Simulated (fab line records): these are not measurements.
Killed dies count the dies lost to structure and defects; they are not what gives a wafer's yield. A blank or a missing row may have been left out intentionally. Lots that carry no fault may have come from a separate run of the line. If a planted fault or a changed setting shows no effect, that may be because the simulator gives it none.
Which tool was responsible?	flow gf180mcu	Sampling: 11 lots, 33 wafers, 6 of 602 route steps

== WHAT THE GAUGES READ, wafer by wafer ==
GF_M4_CD_MEAS_14 targets a cd of 280 nm.
lot	measured	on	cd nm (nm)
L230	day 24 06:31	cd sem-02	277.5 278.4 280.0
L232	day 24 23:20	cd sem-01	278.9 279.0 278.4
L233	day 25 07:03	cd sem-01	282.0 282.1 281.8
L240	day 27 16:52	cd sem-01	281.5 282.0 281.7
L242	day 28 04:28	cd sem-01	280.9 280.5 280.8
L243	day 28 08:19	cd sem-01	282.4 282.2 282.2
L244	day 28 21:40	cd sem-01	274.2 271.7 272.5
L245	day 29 05:44	cd sem-02	271.9 272.1 273.4
L246	day 29 10:44	cd sem-01	279.7 278.6 279.2
L248	day 30 12:22	cd sem-02	279.2 278.4 279.0
L250	day 30 17:52	cd sem-01	279.8 281.8 281.2

GF_V4_THK_MEAS_01.
lot	measured	on	V4_CVD_00_THK (nm)
L230	day 24 07:23	film metro-04	601 598 604
L232	day 25 00:30	film metro-01	604 608 605
L233	day 25 07:57	film metro-04	604 605 596
L240	day 27 17:45	film metro-04	584 587 590
L242	day 28 05:21	film metro-01	607 599 603
L243	day 28 09:18	film metro-01	600 605 593
L244	day 28 22:40	film metro-04	598 605 600
L245	day 29 06:37	film metro-04	603 610 599
L246	day 29 12:38	film metro-01	596 600 592
L248	day 30 13:22	film metro-01	603 604 600
L250	day 30 18:46	film metro-01	601 593 599

== WHICH TOOL RAN EACH LOT (tool, then ch and the chambers of the sampled wafers, then the start) ==
lot	GF_M3_SPUTTER_04	GF_V3_STRIP_18	GF_M4_COAT_09	GF_M4_STRIP_17
L230	pvd sputter-01, day 21 06:25	plasma asher-01 ch 0,1, day 23 06:16	litho track-03 ch 0, day 23 18:54	plasma asher-01 ch 0,1, day 24 06:47
L232	pvd sputter-01, day 22 02:01	plasma asher-03 ch 0,1, day 23 23:42	litho track-02 ch 0, day 24 12:18	plasma asher-03 ch 0,1, day 24 23:43
L233	pvd sputter-04, day 22 09:28	plasma asher-03 ch 0,1, day 24 08:03	litho track-02 ch 0, day 24 19:55	plasma asher-03 ch 0,1, day 25 07:19
L240	pvd sputter-02, day 24 22:23	plasma asher-03 ch 0,1, day 26 18:47	litho track-02 ch 0, day 27 06:28	plasma asher-03 ch 0,1, day 27 17:08
L242	pvd sputter-04, day 25 09:48	plasma asher-01 ch 0,1, day 27 06:13	litho track-02 ch 0, day 27 18:01	plasma asher-03 ch 0,1, day 28 04:44
L243	pvd sputter-02, day 25 15:28	plasma asher-01 ch 0,1, day 27 11:18	litho track-02 ch 0, day 27 22:01	plasma asher-04 ch 0,1, day 28 08:42
L244	pvd sputter-04, day 26 05:58	plasma asher-01 ch 0,1, day 28 01:01	litho track-02 ch 0, day 28 12:10	plasma asher-03 ch 0,1, day 28 21:56
L245	pvd sputter-04, day 26 15:02	plasma asher-03 ch 0,1, day 28 09:14	litho track-02 ch 0, day 28 20:09	plasma asher-03 ch 0,1, day 29 05:58
L246	pvd sputter-02, day 26 19:41	plasma asher-01 ch 0,1, day 28 14:22	litho track-03 ch 0, day 29 01:04	plasma asher-03 ch 0,1, day 29 10:59
L248	pvd sputter-01, day 28 00:22	plasma asher-02 ch 0,1, day 29 16:52	litho track-04 ch 0, day 30 03:16	plasma asher-04 ch 1, day 30 12:45
L250	pvd sputter-04, day 28 05:20	plasma asher-01 ch 0,1, day 29 21:37	litho track-03 ch 0, day 30 08:15	plasma asher-01 ch 0,1, day 30 18:08
- GF_M3_SPUTTER_04: material TiN, target thk 50 nm, time 41.7 s.
- GF_V3_STRIP_18: strips in O2/N2.
- GF_M4_COAT_09: resist thk 1000 nm.
- GF_M4_STRIP_17: strips in O2/N2.

== WHAT THE TOOLS THEMSELVES READ (means of the sampled wafers that have a number; where no wafer has one, the mark that the record gives instead) ==
GF_M3_SPUTTER_04.
lot	tool	throttle valve pct (%)
L230	pvd sputter-01	31.3
L232	pvd sputter-01	29.6
L233	pvd sputter-04	28.0
L240	pvd sputter-02	30.8
L242	pvd sputter-04	29.9
L243	pvd sputter-02	30.0
L244	pvd sputter-04	29.0
L245	pvd sputter-04	29.6
L246	pvd sputter-02	30.1
L248	pvd sputter-01	29.6
L250	pvd sputter-04	28.2

GF_V3_STRIP_18.
lot	tool	drypump motor current A (A)	heater power w (W)	oes product au (a.u.)
L230	plasma asher-01	5.5	335	0.590
L232	plasma asher-03	5.9	330	0.595
L233	plasma asher-03	6.0	330	0.590
L240	plasma asher-03	6.1	335	0.592
L242	plasma asher-01	5.6	317	0.594
L243	plasma asher-01	5.6	318	0.595
L244	plasma asher-01	5.6	318	0.590
L245	plasma asher-03	5.9	325	0.598
L246	plasma asher-01	5.5	337	0.594
L248	plasma asher-02	5.3	387	0.597
L250	plasma asher-01	5.5	329	0.596

GF_M4_STRIP_17.
lot	tool	drypump motor current A (A)	heater power w (W)	oes product au (a.u.)	strip time to endpoint s (s)
L230	plasma asher-01	5.6	320	0.558	7.87
L232	plasma asher-03	6.1	332	0.556	7.85
L233	plasma asher-03	5.9	328	0.554	7.90
L240	plasma asher-03	6.1	338	0.553	7.86
L242	plasma asher-03	6.1	338	0.560	7.90
L243	plasma asher-04	5.4	311	0.555	7.85
L244	plasma asher-03	5.9	330	0.490	6.31
L245	plasma asher-03	5.9	331	0.496	6.38
L246	plasma asher-03	6.0	326	0.558	7.86
L248	plasma asher-04	4.7	381	0.555	7.85
L250	plasma asher-01	5.6	320	0.557	7.91

== THE ANSWER, worked out from the rows above alone ==
Rule: the usual values come from the lots themselves. Put in order of their means at a reading, lots are off if they are a third of the lots or fewer, leave a main group of 4 or more, and stand apart from it by a gap of 3 or more times the standard deviation of the main group's means; of several such gaps the widest counts. The tables above print the reading to a certain number of digits; a main group whose means all agree to those digits is not used. Also off: a lot with no number at a reading for which 4 or more lots have one. Where the step has rows for the other lots, those lots are counted as sound. First the gauges in route order, then the tools' own readings, where a lot's mean is used as printed above. The first step at which some lot is off is used, and at that step the reading that is off furthest; a lot without a number counts as furthest.
Off: L244, L245 (GF_M4_CD_MEAS_14, cd nm). The main group: mean 280.3 nm, standard deviation 1.4.
A tool fits if, at a process step before that reading, it ran every lot that is off, and no sound lot after the first of them. Not tried: the gauges at GF_M4_CD_MEAS_14; whatever is off there is also off at GF_M4_STRIP_17, on other tools, and gauge error can't account for it. One fits: litho track-02 at GF_M4_COAT_09. Its last sound lot is L243 (day 27 22:01), its first lot that is off L244 (day 28 12:10): a fault that began between those two fits.

== WHAT THE SIMULATOR HAD PUT IN ==
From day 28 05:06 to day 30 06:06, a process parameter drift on litho track-02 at GF_M4_COAT_09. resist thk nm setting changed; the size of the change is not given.
Shown lots that were struck: L244, L245. This agrees with what the rule above found.
